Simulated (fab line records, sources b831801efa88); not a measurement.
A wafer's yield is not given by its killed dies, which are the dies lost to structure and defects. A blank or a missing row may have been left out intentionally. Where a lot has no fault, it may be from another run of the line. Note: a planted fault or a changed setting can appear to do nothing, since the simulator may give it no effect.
fab line records | flow sfqLine
record: lots: 7 wafers: 19 lastDay: 82
route steps=325 shown M0@32 I0@43 M1@58
lots that met no fault: taken from a fault-free run of the same line
startH: hours from the record's opening day to when the first of the lot's shown wafers began | waitH: time in hours since the lot's previous step | " repeats the value in the row above | L1.1+2: a single row standing in for several wafers | - either no value or no given start | * or withheld: withheld | < > ~ a bound
route shown NAME@n: a module of which the file shows steps, and the number in the route of the first | usual: mean and standard deviation over wafers with no fault | same: alike in all rows | chamber/n: place in a boat | sites: the reading at each site | _std_site: how widely they spread, as a standard deviation | _edge_site: inner sites' mean taken away from outer sites' mean | radiusMm: for every site, how far away it sits from the centre of the wafer | mask NAME#n: copy n | behind: the last tool/chamber to shape the wafer | hold: cause of the lot's hold/its duration in hours/its outcome | device: names the non-switching transistor (n, p or np) | end of line: the route-end tests of the same wafers | a step without rows: its recipe alone | killed: dies lost to structure and defects at the first sort, not the wafer's yield | map: shows each die of a wafer: x if killed, . if not, _ if none is there
set.NAME: the setting that was run; set.NAME@STEP: the one run at that earlier step | model.NAME: the simulator's own value behind a step, which no gauge read
lots at some steps of the route; a table a step, a row a wafer
services: the hour from which a tool's chamber was out of use, counted from the record's first day as startH (under 0 if before that day), plus the number of hours and why
== steps ==
step: SFQ_TRILAYER_M0_LITHO_COAT_026
recipe: resist: BARC spinRpm: 3000 resistThkNm: 62
step: SFQ_TRILAYER_M0_LITHO_COAT_021
recipe: resist: KrF spinRpm: 3000 resistThkNm: 600
step: SFQ_TRILAYER_M0_LITHO_SOFTBAKE_025
recipe: tempC: withheld timeS: withheld resist: KrF
step: SFQ_TRILAYER_M0_LITHO_EXPOSE_022
recipe: maskId: M0 na: 0.6 sourceShape: conventional sigmaOuter: 0.65 targetCdNm: 500 doseMj: 14.4
step: SFQ_TRILAYER_M0_LITHO_PEB_024
recipe: pebTempC: 115 pebTimeS: 60 resist: KrF
step: SFQ_TRILAYER_M0_LITHO_DEVELOP_023
recipe: timeS: 60 resist: KrF
step: SFQ_M0_OVL_MEAS_906
usual: M0_OVL: -6/6.9
columns lot.wafer tool chamber startH waitH M0_OVL[nm]
L158.2 overlay-02 - 257.39 0.1 -6
L158.3 " - " " -8
L158.5 " - " " -6
L162.3 overlay-02 - 288.62 0.1 -2
L162.4 " - " " -8
L162.6 " - " " -2
L164.2 overlay-01 - 302.29 0.1 -6
L164.3 " - " " -6
L165.2 overlay-02 - 309.00 0.1 -4
L165.3 " - " " -7
L166.1 overlay-02 - 318.59 0.1 -10
L166.3 " - " " -5
L166.4 " - " " -2
L174.3 overlay-01 - 396.98 0.1 12
L174.4 " - " " 1
L174.6 " - " " 0
L180.1 overlay-01 - 458.53 0.1 -16
L180.3 " - " " -18
L180.5 " - " " -20
step: SFQ_TRILAYER_M0_BARC_OPEN_METAL_ETCH_031
recipe: maskMaterial: PR chemistry: O2 targetDepthNm: 125 target: BARC icpW: 600 biasW: 80 pressureMtorr: 10 timeS: 41.7
usual: drypumpMotorCurrentA: 5.55/0.28 oesProductAu: 0.685/0.0044
columns lot.wafer tool chamber startH waitH drypumpMotorCurrentA oesProductAu rfHoursCounterH
L158.2 rieMetal-01 0 257.42 0.0 5.34 0.685 94
L158.3 " 1 " " 6.08 0.683 -
L158.5 " 1 " " 6.08 0.682 -
L162.3 rieMetal-04 1 288.67 0.0 5.19 0.693 -
L162.4 " 0 " " 5.49 0.682 -
L162.6 " 0 " " 5.50 0.683 -
L164.2 rieMetal-01 0 302.34 0.0 5.34 0.683 -
L164.3 " 0 " " 5.33 0.691 -
L165.2 rieMetal-04 1 309.03 0.0 5.20 0.679 32
L165.3 " 0 " " 5.51 0.689 -
L166.1 rieMetal-04 1 318.63 0.0 5.20 0.681 34
L166.3 " 1 " " 5.18 0.686 -
L166.4 " 0 " " 5.51 0.685 -
L174.3 rieMetal-04 1 397.03 0.0 5.18 0.685 -
L174.4 " 0 " " 5.51 0.682 -
L174.6 " 1 " " 5.17 0.684 -
L180.1 rieMetal-04 1 458.57 0.0 5.20 0.679 54
L180.3 " 0 " " 5.50 0.690 -
L180.5 " 0 " " 5.50 0.679 -
step: SFQ_TRILAYER_M0_ETCH_METAL_ETCH_024
recipe: target: Nb stopOn: SiO2 maskMaterial: PR chemistry: Cl2/Ar targetDepthNm: 240 icpW: 600 biasW: 80 pressureMtorr: 10 timeS: 120
step: SFQ_TRILAYER_M0_STRIP_STRIP_025
recipe: gas: O2 powerW: 200 platenTempC: 40 overashFraction: 0.65 chemistry: O2 pressureMtorr: 50
usual: drypumpMotorCurrentA: 5.55/0.28 oesProductAu: 0.998/0.015
columns lot.wafer tool chamber startH waitH drypumpMotorCurrentA oesProductAu rfHoursCounterH
L158.2 rieMetal-01 0 257.61 0.1 5.34 0.974 95
L158.3 " 1 " " 6.10 0.984 -
L158.5 " 1 " " 6.11 1.000 -
L162.3 rieMetal-04 1 289.03 0.2 5.18 1.013 -
L162.4 " 0 " " 5.53 1.007 -
L162.6 " 0 " " 5.50 1.009 -
L164.2 rieMetal-01 0 302.89 0.4 5.35 0.976 -
L164.3 " 0 " " 5.33 0.983 -
L165.2 rieMetal-04 1 309.22 0.1 5.17 1.008 33
L165.3 " 0 " " 5.50 1.020 -
L166.1 rieMetal-04 1 318.82 0.1 5.19 1.018 34
L166.3 " 1 " " 5.19 1.009 -
L166.4 " 0 " " 5.50 1.018 -
L174.3 rieMetal-04 1 397.39 0.2 5.18 1.013 -
L174.4 " 0 " " 5.52 1.011 -
L174.6 " 1 " " 5.19 1.009 -
L180.1 rieMetal-04 1 458.75 0.1 5.18 1.024 55
L180.3 " 0 " " 5.51 1.004 -
L180.5 " 0 " " 5.49 1.007 -
step: SFQ_TRILAYER_M0_STRIP_SOLV_CLEAN_026
recipe: chemistry: NMP tempC: 70 timeS: 600
step: SFQ_TRILAYER_I0_DEP_PECVD_027
recipe: material: SiO2 tempC: 150 timeS: 111.11 pressureTorr: 2.4 rfW: 183.3 precursor: SiH4/N2O targetThkNm: 500
step: SFQ_TRILAYER_I0_CMP_CMP_028
recipe: material: SiO2 downForcePsi: 3 platenRpm: 60 padVelocityMS: 0.94248
usual: motorCurrentA: 9.3/0.79 platenRpm: 60.00/0.036 retainingRingPressureFrac: 1.000/0.0052 timeToEndpointS: 213/9.2
columns lot.wafer tool chamber startH waitH motorCurrentA platenRpm retainingRingPressureFrac timeToEndpointS model.SiO2_of_TRILAYER_I0_DEP_PECVD_027.thkNm
L158.3 cmp-02 1 258.96 0.5 9.6 59.98 0.996 222 201.4
L158.2 " 2 " " 8.1 60.02 1.009 214 199.1
L158.5 " 1 260.96 2.5 10.2 60.02 1.005 235 200.8
L162.4 cmp-02 3 290.19 0.5 9.7 60.02 0.992 202 199.5
L162.3 " 1 291.19 1.5 10.2 59.96 1.001 187 214.5
L162.6 " 3 292.19 2.5 10.5 60.08 0.997 206 197.7
L164.3 cmp-02 2 304.65 0.5 7.8 60.03 1.000 192 213.9
L164.2 " 3 " " 9.9 59.99 0.991 180 213
L165.3 cmp-02 1 310.57 0.5 9.6 60.02 1.002 202 214.9
L165.2 " 2 " " 8.1 59.94 1.002 200 215.2
L166.4 cmp-01 1 319.67 0.0 8.3 59.96 1.000 227 200.5
L166.1 " 2 " " 9.7 60.00 0.992 223 200
L166.3 " 0 321.17 1.5 9.6 60.00 1.001 222 201.6
L174.3 cmp-02 2 398.06 0.0 8.8 60.00 1.000 205 199.1
L174.4 " 0 399.06 1.0 8.5 59.97 0.991 209 200.7
L174.6 " 3 400.56 2.5 9.5 60.00 1.004 203 199.1
L180.1 cmp-02 3 460.10 0.5 9.8 60.00 0.995 198 199.1
L180.3 " 1 461.10 1.5 10.1 59.95 0.995 214 199.5
L180.5 " 3 462.10 2.5 9.5 59.99 1.003 203 197.8
step: SFQ_I0_BOW_MEAS_907
recipe: mode: bow
usual: I0_BOW: 1/7.2
columns lot.wafer tool chamber startH waitH I0_BOW[um]
L158.2 filmMetro-04 - 261.48 1.5 -4
L158.3 " - " " -13
L158.5 " - " " -11
L162.3 filmMetro-03 - 292.73 1.0 8
L162.4 " - " " 18
L162.6 " - " " 6
L164.2 filmMetro-04 - 307.17 1.5 -3
L164.3 " - " " 6
L165.2 filmMetro-03 - 313.09 1.5 -5
L165.3 " - " " 2
L166.1 filmMetro-03 - 322.67 2.0 5
L166.3 " - " " -6
L166.4 " - " " -6
L174.3 filmMetro-01 - 401.10 2.5 -3
L174.4 " - " " 1
L174.6 " - " " 1
L180.1 filmMetro-01 - 462.60 2.0 6
L180.3 " - " " 1
L180.5 " - " " -7
step: SFQ_TRILAYER_I0_METRO_MEASURE_029
usual: thkNm: 200.0/1.2
columns lot.wafer tool chamber startH waitH thkNm
L158.2 filmMetro-04 - 261.78 0.3 199.1
L158.3 " - " " 201.3
L158.5 " - " " 201.0
L162.3 filmMetro-03 - 293.21 0.5 214.5
L162.4 " - " " 199.5
L162.6 " - " " 197.6
L164.2 filmMetro-04 - 307.47 0.3 212.9
L164.3 " - " " 213.8
L165.2 filmMetro-03 - 313.39 0.3 215.5
L165.3 " - " " 214.9
L166.1 filmMetro-03 - 322.79 0.1 200.1
L166.3 " - " " 201.7
L166.4 " - " " 200.5
L174.3 filmMetro-01 - 401.58 0.5 199.2
L174.4 " - " " 200.6
L174.6 " - " " 198.9
L180.1 filmMetro-01 - 462.72 0.1 199.2
L180.3 " - " " 199.6
L180.5 " - " " 197.8
step: SFQ_TRILAYER_I0_VIA_LITHO_COAT_036
recipe: resist: BARC spinRpm: 3000 resistThkNm: 62
step: SFQ_TRILAYER_I0_VIA_LITHO_COAT_031
recipe: resist: KrF spinRpm: 3000 resistThkNm: 650
step: SFQ_TRILAYER_I0_VIA_LITHO_SOFTBAKE_035
recipe: tempC: withheld timeS: withheld resist: KrF
step: SFQ_TRILAYER_I0_VIA_LITHO_EXPOSE_032
recipe: maskId: I0 na: 0.6 sourceShape: conventional sigmaOuter: 0.65 targetCdNm: 500 doseMj: 21.3
step: SFQ_TRILAYER_I0_VIA_LITHO_PEB_034
recipe: pebTempC: 115 pebTimeS: 60 resist: KrF
step: SFQ_TRILAYER_I0_VIA_LITHO_DEVELOP_033
recipe: timeS: 60 resist: KrF
step: SFQ_I0_OVL_MEAS_908
usual: I0_OVL: -1/4.4
columns lot.wafer tool chamber startH waitH I0_OVL[nm]
L158.2 overlay-01 - 369.38 0.1 -1
L158.3 " - " " -2
L158.5 " - " " 6
L162.3 overlay-02 - 424.82 0.1 -2
L162.4 " - " " -1
L162.6 " - " " 6
L164.2 overlay-02 - 445.21 0.1 4
L164.3 " - " " 5
L165.2 overlay-02 - 451.21 0.1 3
L165.3 " - " " 1
L166.1 overlay-01 - 463.33 0.1 5
L166.3 " - " " 4
L166.4 " - " " 8
L174.3 overlay-02 - 557.74 0.1 -7
L174.4 " - " " 1
L174.6 " - " " -1
L180.1 overlay-02 - 617.86 0.1 -4
L180.3 " - " " -7
L180.5 " - " " -3
step: SFQ_TRILAYER_I0_VIA_BARC_OPEN_VIA_ETCH_046
recipe: maskMaterial: PR chemistry: O2 targetDepthNm: 125 target: BARC sourceW: 500 biasW: 80 pressureMtorr: 30 timeS: 41.7
usual: drypumpMotorCurrentA: 5.6/0.45 oesProductAu: 0.686/0.0046
columns lot.wafer tool chamber startH waitH drypumpMotorCurrentA oesProductAu rfHoursCounterH
L158.2 rieDiel-02 2 369.41 0.0 5.0 0.689 59
L158.3 " 1 " " 5.1 0.681 46
L158.5 " 2 " " 5.0 0.687 -
L162.3 rieDiel-02 1 424.84 0.0 5.1 0.681 47
L162.4 " 2 " " 5.0 0.685 60
L162.6 " 3 " " 6.0 0.687 -
L164.2 rieDiel-02 2 445.24 0.0 5.1 0.684 61
L164.3 " 3 " " 6.0 0.683 13
L165.2 rieDiel-03 0 451.24 0.0 5.3 0.689 2
L165.3 " 3 " " 5.2 0.680 89
L166.1 rieDiel-03 0 463.37 0.0 5.3 0.689 2
L166.3 " 3 " " 5.3 0.687 89
L166.4 " 2 " " 5.7 0.694 5
L174.3 rieDiel-02 2 557.77 0.0 5.1 0.689 62
L174.4 " 0 " " 5.7 0.684 4
L174.6 " 0 " " 5.7 0.687 -
L180.1 rieDiel-02 0 617.89 0.0 5.7 0.681 5
L180.3 " 2 " " 5.0 0.686 63
L180.5 " 0 " " 5.7 0.692 -
step: SFQ_TRILAYER_I0_VIA_ETCH_VIA_ETCH_034
recipe: target: SiO2 stopOn: Nb maskMaterial: PR taperDeg: 20 chemistry: CHF3 targetDepthNm: 260 sourceW: 500 biasW: 80 pressureMtorr: 30 timeS: withheld
usual: drypumpMotorCurrentA: 5.6/0.45 oesProductAu: 0.854/0.0047
columns lot.wafer tool chamber startH waitH drypumpMotorCurrentA oesProductAu model.I0.featureDepthNm model.etch.depthNm
L158.2 rieDiel-02 2 369.45 0.0 5.1 0.867 199.1 199.1
L158.3 " 1 " " 5.1 0.861 201.4 201.4
L158.5 " 2 " " 5.1 0.854 200.8 200.8
L162.3 rieDiel-02 1 424.88 0.0 5.1 0.897 214.5 214.5
L162.4 " 2 " " 5.0 0.855 199.5 199.5
L162.6 " 3 " " 6.0 0.849 197.7 197.7
L164.2 rieDiel-02 2 445.28 0.0 5.0 0.888 213 213
L164.3 " 3 " " 6.0 0.890 213.9 213.9
L165.2 rieDiel-03 0 451.28 0.0 5.3 0.886 215.2 215.2
L165.3 " 3 " " 5.2 0.893 214.9 214.9
L166.1 rieDiel-03 0 463.41 0.0 5.3 0.852 200 200
L166.3 " 3 " " 5.2 0.863 201.6 201.6
L166.4 " 2 " " 5.7 0.854 200.5 200.5
L174.3 rieDiel-02 2 557.81 0.0 5.0 0.846 199.1 199.1
L174.4 " 0 " " 5.7 0.855 200.7 200.7
L174.6 " 0 " " 5.7 0.850 199.1 199.1
L180.1 rieDiel-02 0 617.93 0.0 5.7 0.857 199.1 199.1
L180.3 " 2 " " 5.1 0.853 199.5 199.5
L180.5 " 0 " " 5.7 0.858 197.8 197.8
step: SFQ_TRILAYER_I0_VIA_STRIP_STRIP_035
recipe: gas: O2 powerW: 200 platenTempC: 40 overashFraction: 0.65 chemistry: O2 pressureMtorr: 50
usual: drypumpMotorCurrentA: 5.6/0.37 oesProductAu: 0.995/0.013
columns lot.wafer tool chamber startH waitH drypumpMotorCurrentA oesProductAu rfHoursCounterH
L158.2 rieMetal-04 0 369.56 - 5.5 1.018 26
L158.3 " 1 " " 5.2 1.013 -
L158.5 " 0 " " 5.5 1.014 -
L162.3 rieMetal-01 0 425.19 - 5.3 0.985 -
L162.4 " 1 " " 6.1 0.999 -
L162.6 " 1 " " 6.1 0.996 -
L164.2 rieMetal-03 1 445.39 - 5.7 0.996 24
L164.3 " 1 " " 5.7 0.993 -
L165.2 rieMetal-01 1 451.39 - 6.1 0.987 17
L165.3 " 1 " " 6.1 1.002 -
L166.1 rieMetal-01 1 463.52 - 6.1 1.009 19
L166.3 " 1 " " 6.1 0.992 -
L166.4 " 0 " " 5.3 0.990 -
L174.3 rieMetal-01 0 558.12 - 5.3 0.990 -
L174.4 " 1 " " 6.1 0.983 -
L174.6 " 0 " " 5.3 0.982 -
L180.1 rieMetal-04 1 618.04 - 5.2 1.017 78
L180.3 " 1 " " 5.2 1.018 -
L180.5 " 0 " " 5.5 0.986 -
step: SFQ_TRILAYER_I0_VIA_STRIP_SOLV_CLEAN_036
recipe: chemistry: NMP tempC: 70 timeS: 600
step: SFQ_TRILAYER_M1_DEP_PRE_CLEAN_038
recipe: gas: Ar timeS: 22.5 biasV: 250
usual: biasV: 249.9/2.6
columns lot.wafer tool chamber startH waitH biasV model.SiO2_of_TRILAYER_I0_DEP_PECVD_027.thkNm
L158.2 pvdSputter-03 - 370.33 0.0 249.5 191.6
L158.3 " - " " 252.4 193.9
L158.5 " - " " 248.7 193.3
L162.3 pvdSputter-04 - 425.77 0.0 251.9 207
L162.4 " - " " 249.8 192
L162.6 " - " " 249.5 190.2
L164.2 pvdSputter-03 - 446.17 0.0 251.0 205.5
L164.3 " - " " 250.3 206.4
L165.2 pvdSputter-04 - 452.18 0.0 249.2 207.7
L165.3 " - " " 250.4 207.4
L166.1 pvdSputter-03 - 464.29 0.0 254.4 192.5
L166.3 " - " " 246.8 194.1
L166.4 " - " " 250.4 193
L174.3 pvdSputter-04 - 558.69 0.0 249.5 191.6
L174.4 " - " " 254.4 193.2
L174.6 " - " " 248.4 191.6
L180.1 pvdSputter-04 - 618.82 0.0 254.2 191.6
L180.3 " - " " 252.5 192
L180.5 " - " " 249.1 190.3
step: SFQ_TRILAYER_M1_DEP_SPUTTER_037
recipe: material: Nb basePressurePa: 1.33e-06 chamberPressurePa: 0.1333 substrateTempC: 20 resputterCathodeVoltageV: 400 targetThkNm: 200 powerW: 2000 timeS: 133.3
usual: throttleValvePct: 29.8/1.6
columns lot.wafer tool chamber startH waitH throttleValvePct
L158.2 pvdSputter-03 - 370.36 0.0 30.1
L158.3 " - " " 28.5
L158.5 " - " " 31.7
L162.3 pvdSputter-04 - 425.80 0.0 31.3
L162.4 " - " " 30.8
L162.6 " - " " 28.2
L164.2 pvdSputter-03 - 446.20 0.0 30.0
L164.3 " - " " 28.6
L165.2 pvdSputter-04 - 452.21 0.0 31.3
L165.3 " - " " 28.2
L166.1 pvdSputter-03 - 464.32 0.0 30.0
L166.3 " - " " 28.3
L166.4 " - " " 28.7
L174.3 pvdSputter-04 - 558.72 0.0 31.3
L174.4 " - " " 27.5
L174.6 " - " " 31.4
L180.1 pvdSputter-04 - 618.85 0.0 27.5
L180.3 " - " " 31.3
L180.5 " - " " 30.8
== services ==
columns tool chamber startH hours kind
rieDiel-02 2 237.32 24.4 repair
rieDiel-03 0 246.31 6.7 repair
rieMetal-01 0 279.19 10.5 repair
rieMetal-04 0 296.73 3.4 repair
rieDiel-03 2 307.62 3.7 repair
pvdSputter-03 - 310.75 8.5 repair
rieMetal-01 - 341.61 12.1 repair
cmp-02 - 342.12 5.2 pm
rieDiel-02 3 344.03 9.7 repair
rieMetal-01 1 346.13 21.6 repair
cmp-02 - 394.68 1.3 repair
cmp-02 - 407.06 4.0 pm
pvdSputter-04 - 408.09 4.3 repair
rieDiel-02 1 443.55 7.6 repair
cmp-02 - 474.58 0.4 repair
rieMetal-04 - 480.13 0.2 repair
rieMetal-04 - 494.38 1.7 repair
pvdSputter-04 - 518.93 9.1 repair
cmp-02 - 521.63 2.2 repair
rieDiel-02 - 529.20 4.3 pm
rieDiel-02 - 533.53 2.8 pm
rieMetal-01 - 572.97 0.3 repair
pvdSputter-03 - 590.13 4.4 repair
cmp-02 - 605.83 1.8 repair
== key ==
firstSign: step: SFQ_TRILAYER_I0_CMP_CMP_028 reading: timeToEndpointS direction: down sigmas: 2.3 usual: * struck: *
effect: step: SFQ_TRILAYER_I0_METRO_MEASURE_029 reading: thkNm direction: up sigmas: 12 usual: 200.0 struck: 214.3
effect: step: SFQ_TRILAYER_I0_VIA_ETCH_VIA_ETCH_034 reading: oesProductAu direction: up sigmas: 7.7 usual: 0.854 struck: 0.891
modelEffect: step: SFQ_TRILAYER_I0_CMP_CMP_028 value: SiO2_of_TRILAYER_I0_DEP_PECVD_027.thkNm without: 199.3 struck: 214.3
modelEffect: step: SFQ_TRILAYER_I0_VIA_ETCH_VIA_ETCH_034 value: I0.featureDepthNm without: 199.3 struck: 214.3
modelEffect: step: SFQ_TRILAYER_M1_DEP_PRE_CLEAN_038 value: SiO2_of_TRILAYER_I0_DEP_PECVD_027.thkNm without: 191.8 struck: 206.8
metAt SFQ_TRILAYER_I0_CMP_CMP_028
struckWafers L162.3,L164.2,L164.3,L165.2,L165.3
onsetBetween 258.96 290.19
fault: kind: processParameterDrift tool: cmp-02 chamber: - onsetH: 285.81 steps: SFQ_TRILAYER_I0_CMP_CMP_028 channel: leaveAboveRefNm offset: 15 shape: step endH: 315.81 scope: struckWafersOnly actsIn: theseRecipesOnly stated: 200
